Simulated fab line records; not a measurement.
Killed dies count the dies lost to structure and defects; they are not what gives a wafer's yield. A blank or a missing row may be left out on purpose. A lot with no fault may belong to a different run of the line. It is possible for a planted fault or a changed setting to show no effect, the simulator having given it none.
What tool caused it? -- flow gf180mcu -- 7 lots with 21 wafers sampled at 2 steps, on a route of 602 steps

== WHAT THE GAUGES READ, wafer by wafer ==
GF_POLY_GATE_CD_MEAS_10: the cd target is 280 nm.
lot,measured,on,cd nm (nm)
L388,day 9 17:01,cd sem-02,278.9 279.6 279.9
L391,day 10 10:47,cd sem-01,- - -
L400,day 13 14:24,cd sem-01,281.5 282.6 282.1
L403,day 14 04:28,cd sem-01,279.5 279.2 279.5
L406,day 15 01:56,cd sem-01,279.2 280.8 281.6
L408,day 15 16:30,cd sem-02,280.4 278.3 279.1
L410,day 16 07:50,cd sem-01,281.3 282.0 280.9

== EACH LOT AND THE TOOL THAT RAN IT (in order: tool; ch and the chambers of the sampled wafers; start) ==
lot,GF_POLY_GATE_EXPOSE_07
L388,"krf scanner-01 ch 0, day 9 07:58"
L391,"krf scanner-02, day 10 01:29"
L400,"krf scanner-02 ch 0, day 13 04:13"
L403,"krf scanner-01 ch 0, day 13 18:15"
L406,"krf scanner-01 ch 0, day 14 15:31"
L408,"krf scanner-02 ch 0, day 15 05:17"
L410,"krf scanner-02 ch 0, day 15 21:28"
- GF_POLY_GATE_EXPOSE_07: exposes mask Poly2, target cd 280 nm.

== THE ANSWER, worked out from the rows above alone ==
Rule: what is usual is taken from the lots themselves. Put in order of their means at a reading, lots are off if they are a third of the lots or fewer, leave a main group of 4 or more, and stand apart from it by a gap of 3 or more times the standard deviation of the main group's means; of several such gaps the widest counts. A main group is skipped when, at the precision printed for the reading in the tables above, its means are all equal. A lot without any number at a reading at which 4 lots or more have one is off too. Where the step has rows for the other lots, those lots are counted as sound.
Off, at GF_POLY_GATE_CD_MEAS_10 on cd nm: L391. Without a number there: L391. Main group: mean 280.4 nm, sd 1.1.
A tool fits if, at a process step before that reading, it ran every lot that is off, and no sound lot after the first of them. The gauges at GF_POLY_GATE_CD_MEAS_10 are tried like those tools. None of those tried fits.

== WHAT THE SIMULATOR PUT IN ==
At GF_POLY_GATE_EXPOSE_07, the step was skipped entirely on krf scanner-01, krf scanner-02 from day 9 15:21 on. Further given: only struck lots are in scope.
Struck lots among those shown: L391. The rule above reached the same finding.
